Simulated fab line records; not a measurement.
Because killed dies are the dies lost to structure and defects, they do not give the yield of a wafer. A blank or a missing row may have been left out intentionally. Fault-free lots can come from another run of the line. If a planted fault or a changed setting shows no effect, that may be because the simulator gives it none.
fab line records + flow sky130
record
- lots=15
- wafers=45
- last-day=50
route steps=708 shown FIELD_ISO@1 VT_ADJUST_HVTR@138 METAL1@434
lots with no fault: from the same line, run without faults
start-h: hours from the record's first day to the start of the lot's first wafer shown + wait-h: time in hours since the lot's previous step + " as in the row above + L1.1+2: one row covering several wafers at once + - value missing, or start not given + * or withheld: withheld + < > ~ a bound
route shown NAME@n: a module of which the file shows steps, and the number in the route of the first + usual: the fault-free wafers' mean and standard deviation + same: alike in all rows + chamber/n: place in a boat + sites: readings site by site + _std_site: the values' standard deviation + _edge_site: outer sites' mean less inner sites' + radius-mm: for every site, how far away it sits from the centre of the wafer + mask NAME#n: copy n + behind: the last tool/chamber to shape the wafer + hold: why the lot went on hold/how many hours it stayed there/how the hold came to an end + device: the n, p or np transistor that did not switch + end of line: tests run on the same wafers once the route is complete + for a step that has no rows: nothing shown but its recipe + killed: not the wafer's yield, but the dies lost to structure and defects at the first sort + map: per-die view of a wafer (x killed, . not killed, _ where there is no die)
set.NAME: the run value of the setting; set.NAME@STEP: its run value at that earlier step + model.NAME: the simulator's own value behind a step, which no gauge read
route steps across a sampled set of lots; one table per step, one row per wafer
services: when a tool's chamber went out of use (start-h, in hours from the record's first day, below 0 if earlier), for how many hours, and the reason
## steps
# step SKY_FIELD_ISO_BOW_MEAS_00
# recipe
- mode=bow
# usual
- INCOMING_BOW=0/6.5
| lot.wafer | tool          | chamber | start-h | wait-h | INCOMING_BOW[um] |
|-----------|---------------|---------|---------|--------|------------------|
| L487.1    | film-metro-03 | -       | 15.00   | -      | -8               |
| L487.4    | "             | -       | "       | "      | -12              |
| L487.5    | "             | -       | "       | "      | -2               |
| L488.1    | film-metro-01 | -       | 20.02   | -      | -17              |
| L488.2    | "             | -       | "       | "      | 5                |
| L488.5    | "             | -       | "       | "      | -4               |
| L489.2    | film-metro-03 | -       | 25.02   | -      | 7                |
| L489.3    | "             | -       | "       | "      | -4               |
| L489.5    | "             | -       | "       | "      | -3               |
| L490.1    | film-metro-01 | -       | 30.00   | -      | 1                |
| L490.2    | "             | -       | "       | "      | 2                |
| L490.5    | "             | -       | "       | "      | -10              |
| L492.1    | film-metro-03 | -       | 40.00   | -      | -5               |
| L492.2    | "             | -       | "       | "      | 5                |
| L492.4    | "             | -       | "       | "      | 4                |
| L493.2    | film-metro-01 | -       | 45.02   | -      | -8               |
| L493.3    | "             | -       | "       | "      | 0                |
| L493.4    | "             | -       | "       | "      | 11               |
| L494.2    | film-metro-01 | -       | 50.02   | -      | 6                |
| L494.3    | "             | -       | "       | "      | -3               |
| L494.6    | "             | -       | "       | "      | -3               |
| L500.1    | film-metro-04 | -       | 80.00   | -      | 3                |
| L500.2    | "             | -       | "       | "      | -5               |
| L500.6    | "             | -       | "       | "      | -2               |
| L501.4    | film-metro-04 | -       | 85.06   | -      | 2                |
| L501.5    | "             | -       | "       | "      | -5               |
| L501.6    | "             | -       | "       | "      | 9                |
| L502.1    | film-metro-04 | -       | 90.00   | -      | -3               |
| L502.2    | "             | -       | "       | "      | -5               |
| L502.5    | "             | -       | "       | "      | -4               |
| L504.2    | film-metro-01 | -       | 100.02  | -      | -4               |
| L504.4    | "             | -       | "       | "      | -10              |
| L504.6    | "             | -       | "       | "      | 7                |
| L505.1    | film-metro-04 | -       | 105.00  | -      | -6               |
| L505.5    | "             | -       | "       | "      | 5                |
| L505.6    | "             | -       | "       | "      | 1                |
| L507.1    | film-metro-03 | -       | 115.00  | -      | 6                |
| L507.2    | "             | -       | "       | "      | -12              |
| L507.4    | "             | -       | "       | "      | -10              |
| L508.1    | film-metro-04 | -       | 120.00  | -      | 6                |
| L508.3    | "             | -       | "       | "      | -3               |
| L508.4    | "             | -       | "       | "      | -2               |
| L509.2    | film-metro-01 | -       | 125.02  | -      | -3               |
| L509.5    | "             | -       | "       | "      | 0                |
| L509.6    | "             | -       | "       | "      | 5                |
# step SKY_FIELD_ISO_CMP_27
# recipe
- stop-on=Si3N4
- t-overpolish-s=16
- down-force-psi=4
- platen-rpm=60
- target-thk-nm=457.8
- pad-velocity-m-s=0.94248
# usual
- motor-current-A=11.8/0.85
- overpolish-run-s=16.001/0.0093
- platen-rpm=60.00/0.04
- time-to-endpoint-s=111/3.5
| lot.wafer | tool   | chamber | start-h | wait-h | motor-current-A | overpolish-run-s | platen-rpm | time-to-endpoint-s |
|-----------|--------|---------|---------|--------|-----------------|------------------|------------|--------------------|
| L487.1    | cmp-02 | 1       | 39.18   | 0.0    | 10.5            | 15.984           | 59.99      | 108                |
| L487.4    | "      | 0       | "       | "      | 12.0            | 16.003           | 60.02      | 109                |
| L487.5    | "      | 1       | "       | "      | 10.5            | 15.986           | 60.02      | 105                |
| L488.2    | cmp-01 | 3       | 43.73   | 0.0    | 11.9            | 16.009           | 60.01      | 106                |
| L488.1    | "      | 1       | "       | "      | 11.5            | 16.022           | 59.99      | 106                |
| L488.5    | "      | 3       | "       | "      | 11.8            | 16.009           | 60.00      | 106                |
| L489.3    | cmp-02 | 0       | 50.42   | 0.1    | 12.2            | 15.988           | 60.03      | 110                |
| L489.2    | "      | 1       | "       | "      | 11.3            | 15.999           | 60.00      | 113                |
| L489.5    | "      | 3       | "       | "      | 12.3            | 15.996           | 59.97      | 111                |
| L490.1    | cmp-01 | 3       | 56.23   | 0.0    | 11.9            | 16.011           | 60.05      | 104                |
| L490.2    | "      | 0       | "       | "      | 12.9            | 15.985           | 59.95      | 109                |
| L490.5    | "      | 3       | "       | "      | 12.3            | 16.005           | 60.05      | 104                |
| L492.1    | cmp-02 | 3       | 63.60   | 0.1    | 11.7            | 16.008           | 59.94      | 112                |
| L492.4    | "      | 0       | "       | "      | 11.7            | 15.989           | 59.99      | 112                |
| L492.2    | "      | 1       | "       | "      | 10.6            | 16.012           | 59.97      | 111                |
| L493.4    | cmp-01 | 2       | 68.73   | 0.0    | 11.2            | 15.988           | 60.01      | 116                |
| L493.3    | "      | 3       | "       | "      | 12.4            | 16.010           | 60.01      | 113                |
| L493.2    | "      | 1       | "       | "      | 11.7            | 16.012           | 59.94      | 114                |
| L494.2    | cmp-01 | 3       | 75.46   | 0.1    | 12.5            | 15.991           | 59.97      | 109                |
| L494.3    | "      | 1       | "       | "      | 11.0            | 16.000           | 59.98      | 111                |
| L494.6    | "      | 3       | "       | "      | 12.1            | 16.000           | 60.04      | 107                |
| L500.2    | cmp-02 | 3       | 116.12  | 0.0    | 12.4            | 16.016           | 59.99      | 109                |
| L500.1    | "      | 1       | "       | "      | 10.6            | 15.999           | 60.01      | 111                |
| L500.6    | "      | 0       | "       | "      | 12.1            | 16.028           | 60.01      | 111                |
| L502.2    | cmp-01 | 0       | 118.88  | 0.1    | 13.6            | 16.009           | 60.02      | 111                |
| L502.1    | "      | 1       | "       | "      | 11.5            | 15.992           | 60.00      | 110                |
| L502.5    | "      | 2       | "       | "      | 11.4            | 15.995           | 60.03      | 110                |
| L501.4    | cmp-02 | 2       | 118.89  | 0.1    | 12.1            | 16.004           | 59.97      | 111                |
| L501.5    | "      | 3       | "       | "      | 12.3            | 15.992           | 60.01      | 114                |
| L501.6    | "      | 0       | "       | "      | 11.5            | 16.001           | 60.00      | 114                |
| L504.2    | cmp-02 | 1       | 134.60  | 0.1    | 10.7            | 16.010           | 59.98      | 117                |
| L504.4    | "      | 2       | "       | "      | 12.0            | 16.002           | 59.99      | 117                |
| L504.6    | "      | 3       | "       | "      | 12.0            | 16.007           | 60.01      | 117                |
| L505.1    | cmp-01 | 2       | 143.94  | 0.1    | 11.2            | 16.003           | 59.96      | 111                |
| L505.6    | "      | 3       | "       | "      | 12.3            | 16.009           | 59.98      | 110                |
| L505.5    | "      | 0       | "       | "      | 12.7            | 15.991           | 60.01      | 111                |
| L508.4    | cmp-01 | 3       | 148.06  | 0.0    | 11.1            | 16.010           | 60.03      | 112                |
| L508.1    | "      | 1       | "       | "      | 10.9            | 16.003           | 59.99      | 111                |
| L508.3    | "      | 2       | "       | "      | 11.0            | 16.009           | 60.03      | 114                |
| L507.1    | cmp-02 | 1       | 148.11  | 0.1    | 10.5            | 15.994           | 59.94      | 114                |
| L507.4    | "      | 2       | "       | "      | 11.7            | 15.999           | 60.05      | 109                |
| L507.2    | "      | 3       | "       | "      | 12.1            | 16.003           | 60.01      | 114                |
| L509.2    | cmp-01 | 0       | 153.43  | 0.1    | 14.3            | 15.999           | 59.99      | 114                |
| L509.6    | "      | 3       | "       | "      | 12.2            | 16.009           | 60.02      | 111                |
| L509.5    | "      | 0       | "       | "      | 13.5            | 15.989           | 59.98      | 112                |
# step SKY_VT_ADJUST_HVTR_CD_MEAS_07
# recipe
- target-cd-nm=380
# usual
- cd-nm=379.8/2.2
| lot.wafer | tool      | chamber | start-h | wait-h | cd-nm |
|-----------|-----------|---------|---------|--------|-------|
| L487.1    | cd-sem-01 | -       | 209.63  | 0.1    | 384.2 |
| L487.4    | "         | -       | "       | "      | 381.7 |
| L487.5    | "         | -       | "       | "      | 382.9 |
| L488.1    | cd-sem-02 | -       | 216.43  | 0.1    | 380.6 |
| L488.2    | "         | -       | "       | "      | 380.1 |
| L488.5    | "         | -       | "       | "      | 380.2 |
| L489.2    | cd-sem-02 | -       | 224.01  | 0.1    | 385.0 |
| L489.3    | "         | -       | "       | "      | 382.8 |
| L489.5    | "         | -       | "       | "      | 381.6 |
| L490.1    | cd-sem-01 | -       | 233.92  | 0.1    | 379.8 |
| L490.2    | "         | -       | "       | "      | 381.7 |
| L490.5    | "         | -       | "       | "      | 380.1 |
| L492.1    | cd-sem-02 | -       | 239.74  | 0.1    | 380.6 |
| L492.2    | "         | -       | "       | "      | 380.7 |
| L492.4    | "         | -       | "       | "      | 381.4 |
| L493.2    | cd-sem-01 | -       | 250.61  | 0.1    | 380.0 |
| L493.3    | "         | -       | "       | "      | 378.6 |
| L493.4    | "         | -       | "       | "      | 379.7 |
| L494.2    | cd-sem-01 | -       | 260.61  | 0.1    | 381.0 |
| L494.3    | "         | -       | "       | "      | 381.1 |
| L494.6    | "         | -       | "       | "      | 380.1 |
| L500.1    | cd-sem-02 | -       | 324.39  | 0.1    | 375.2 |
| L500.2    | "         | -       | "       | "      | 376.4 |
| L500.6    | "         | -       | "       | "      | 378.4 |
| L502.1    | cd-sem-01 | -       | 325.22  | 0.1    | 380.6 |
| L502.2    | "         | -       | "       | "      | 381.3 |
| L502.5    | "         | -       | "       | "      | 383.4 |
| L501.4    | cd-sem-01 | -       | 326.75  | 0.1    | 380.7 |
| L501.5    | "         | -       | "       | "      | 380.9 |
| L501.6    | "         | -       | "       | "      | 380.1 |
| L504.2    | cd-sem-02 | -       | 346.31  | 0.1    | 379.2 |
| L504.4    | "         | -       | "       | "      | 378.8 |
| L504.6    | "         | -       | "       | "      | 378.6 |
| L505.1    | cd-sem-02 | -       | 357.18  | 0.1    | 380.9 |
| L505.5    | "         | -       | "       | "      | 378.5 |
| L505.6    | "         | -       | "       | "      | 379.9 |
| L507.1    | cd-sem-02 | -       | 364.64  | 0.1    | 381.1 |
| L507.2    | "         | -       | "       | "      | 378.7 |
| L507.4    | "         | -       | "       | "      | 379.2 |
| L508.1    | cd-sem-01 | -       | 366.37  | 0.1    | 378.2 |
| L508.3    | "         | -       | "       | "      | 377.8 |
| L508.4    | "         | -       | "       | "      | 378.6 |
| L509.2    | cd-sem-02 | -       | 373.30  | 0.1    | 376.9 |
| L509.5    | "         | -       | "       | "      | 376.3 |
| L509.6    | "         | -       | "       | "      | 376.1 |
# step SKY_METAL1_SPUTTER_00
# recipe
- material=Ti
- target-thk-nm=15
- power-w=3000
- time-s=10
- chamber-pressure-pa=0.4
# usual
- cathode-dc-power-W=3000.0/0.52
- chamber-pressure-pa=0.4002/0.00083
- throttle-valve-pct=30.9/1.3
| lot.wafer | tool           | chamber | start-h | wait-h | cathode-dc-power-W | chamber-pressure-pa | throttle-valve-pct |
|-----------|----------------|---------|---------|--------|--------------------|---------------------|--------------------|
| L487.1    | pvd-sputter-02 | -       | 741.91  | 0.2    | 2999.9             | 0.3999              | 30.0               |
| L487.4    | "              | -       | "       | "      | 3000.3             | 0.4009              | 29.2               |
| L487.5    | "              | -       | "       | "      | 3000.1             | 0.4004              | 29.9               |
| L488.1    | pvd-sputter-04 | -       | 753.16  | 0.2    | 2999.0             | 0.4003              | 32.2               |
| L488.2    | "              | -       | "       | "      | 3000.6             | 0.4003              | 30.7               |
| L488.5    | "              | -       | "       | "      | 3000.5             | 0.3996              | 31.0               |
| L489.2    | pvd-sputter-03 | -       | 757.19  | 0.1    | 2999.7             | 0.3996              | 30.7               |
| L489.3    | "              | -       | "       | "      | 2999.8             | 0.4001              | 28.6               |
| L489.5    | "              | -       | "       | "      | 2999.8             | 0.4002              | 32.4               |
| L490.1    | pvd-sputter-03 | -       | 776.51  | 0.1    | 2999.2             | 0.3989              | 28.4               |
| L490.2    | "              | -       | "       | "      | 3000.4             | 0.3998              | 32.5               |
| L490.5    | "              | -       | "       | "      | 2998.8             | 0.4009              | 28.4               |
| L492.1    | pvd-sputter-03 | -       | 780.01  | 0.1    | -                  | -                   | -                  |
| L492.2    | "              | -       | "       | "      | -                  | -                   | -                  |
| L492.4    | "              | -       | "       | "      | -                  | -                   | -                  |
| L493.2    | pvd-sputter-02 | -       | 789.53  | 0.2    | -                  | -                   | -                  |
| L493.3    | "              | -       | "       | "      | -                  | -                   | -                  |
| L493.4    | "              | -       | "       | "      | -                  | -                   | -                  |
| L494.2    | pvd-sputter-04 | -       | 802.27  | 0.1    | -                  | -                   | -                  |
| L494.3    | "              | -       | "       | "      | -                  | -                   | -                  |
| L494.6    | "              | -       | "       | "      | -                  | -                   | -                  |
| L500.1    | pvd-sputter-02 | -       | 859.07  | 0.1    | 3000.9             | 0.3991              | 29.3               |
| L500.2    | "              | -       | "       | "      | 3000.3             | 0.4000              | 32.7               |
| L500.6    | "              | -       | "       | "      | 2999.9             | 0.4002              | 32.5               |
| L502.1    | pvd-sputter-04 | -       | 864.90  | 0.2    | 3000.4             | 0.4003              | 32.2               |
| L502.2    | "              | -       | "       | "      | 3000.1             | 0.3989              | 32.4               |
| L502.5    | "              | -       | "       | "      | 2999.9             | 0.4001              | 30.9               |
| L501.4    | pvd-sputter-04 | -       | 867.05  | 0.1    | 2999.2             | 0.3993              | 32.2               |
| L501.5    | "              | -       | "       | "      | 2999.5             | 0.4003              | 31.0               |
| L501.6    | "              | -       | "       | "      | 3000.1             | 0.4003              | 30.3               |
| L504.2    | pvd-sputter-02 | -       | 880.16  | 0.1    | 3000.6             | 0.3990              | 30.6               |
| L504.4    | "              | -       | "       | "      | 3000.1             | 0.3998              | 29.0               |
| L504.6    | "              | -       | "       | "      | 3000.6             | 0.4003              | 30.2               |
| L505.1    | pvd-sputter-04 | -       | 892.31  | 0.2    | 3000.1             | 0.4001              | 32.4               |
| L505.5    | "              | -       | "       | "      | 3001.3             | 0.3986              | 32.3               |
| L505.6    | "              | -       | "       | "      | 3000.2             | 0.4001              | 31.0               |
| L507.1    | pvd-sputter-02 | -       | 898.30  | 0.2    | 3000.1             | 0.3999              | 30.2               |
| L507.2    | "              | -       | "       | "      | 3000.1             | 0.4010              | 30.4               |
| L507.4    | "              | -       | "       | "      | 2999.1             | 0.3998              | 32.8               |
| L508.1    | pvd-sputter-02 | -       | 905.16  | 0.1    | 2999.5             | 0.3987              | 32.4               |
| L508.3    | "              | -       | "       | "      | 3000.3             | 0.4005              | 30.0               |
| L508.4    | "              | -       | "       | "      | 3000.6             | 0.3994              | 32.6               |
| L509.2    | pvd-sputter-03 | -       | 910.64  | 0.1    | 3001.2             | 0.3995              | 28.4               |
| L509.5    | "              | -       | "       | "      | 2999.3             | 0.3991              | 32.3               |
| L509.6    | "              | -       | "       | "      | 2999.7             | 0.4008              | 30.6               |
## services
| tool   | chamber | start-h | hours | kind   |
|--------|---------|---------|-------|--------|
| cmp-01 | -       | 19.76   | 0.3   | repair |
| cmp-01 | -       | 64.00   | 4.0   | pm     |
| cmp-01 | -       | 103.34  | 2.5   | repair |
| cmp-01 | -       | 218.47  | 8.8   | pm     |
| cmp-01 | -       | 249.50  | 0.7   | repair |
| cmp-01 | -       | 359.62  | 0.6   | repair |
| cmp-01 | -       | 366.52  | 1.0   | repair |
| cmp-01 | -       | 404.00  | 4.0   | pm     |
| cmp-01 | -       | 427.07  | 0.7   | repair |
| cmp-01 | -       | 500.00  | 1.4   | repair |
| cmp-01 | -       | 514.14  | 7.4   | pm     |
| cmp-01 | -       | 532.81  | 1.0   | repair |
| cmp-01 | -       | 562.73  | 8.6   | repair |
| cmp-01 | -       | 584.72  | 1.0   | repair |
| cmp-01 | -       | 587.24  | 3.8   | pm     |
| cmp-01 | -       | 616.98  | 0.9   | repair |
| cmp-01 | -       | 659.68  | 0.3   | repair |
| cmp-01 | -       | 678.46  | 10.0  | pm     |
| cmp-01 | -       | 698.88  | 33.3  | repair |
| cmp-01 | -       | 744.08  | 4.0   | pm     |
| cmp-01 | -       | 781.59  | 1.7   | repair |
| cmp-01 | -       | 849.31  | 3.4   | repair |
| cmp-01 | -       | 861.18  | 0.8   | repair |
| cmp-01 | -       | 900.53  | 0.6   | repair |
## key
first-sign
- step=SKY_METAL1_SPUTTER_00
- reading=tool-record
- direction=missing
effect none on later readings
met-at SKY_METAL1_SPUTTER_00
struck-lots L492,L493,L494
later-rows-left-out L492.1,L492.2,L492.4,L493.2,L493.3,L493.4,L494.2,L494.3,L494.6
sort-left-out L492.1,L492.2,L492.4,L493.2,L493.3,L493.4,L494.2,L494.3,L494.6
not-acting-at SKY_FIELD_ISO_BOW_MEAS_00,SKY_FIELD_ISO_CMP_27,SKY_VT_ADJUST_HVTR_CD_MEAS_07
onset-between 776.51 780.01
fault
- kind=skipped-step-whole
- tool=pvd-sputter-02,pvd-sputter-03,pvd-sputter-04
- chamber=-
- onset-h=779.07
- steps=SKY_METAL1_SPUTTER_00
- scope=struck-lots-only
# sort-left-out: the simulated sort isn't trusted on such a fault, so these wafers' sort isn't shown, and their yield isn't known
# later-rows-left-out: the simulator's readings of these wafers behind a module that went badly wrong aren't trusted and aren't shown, but for the sort
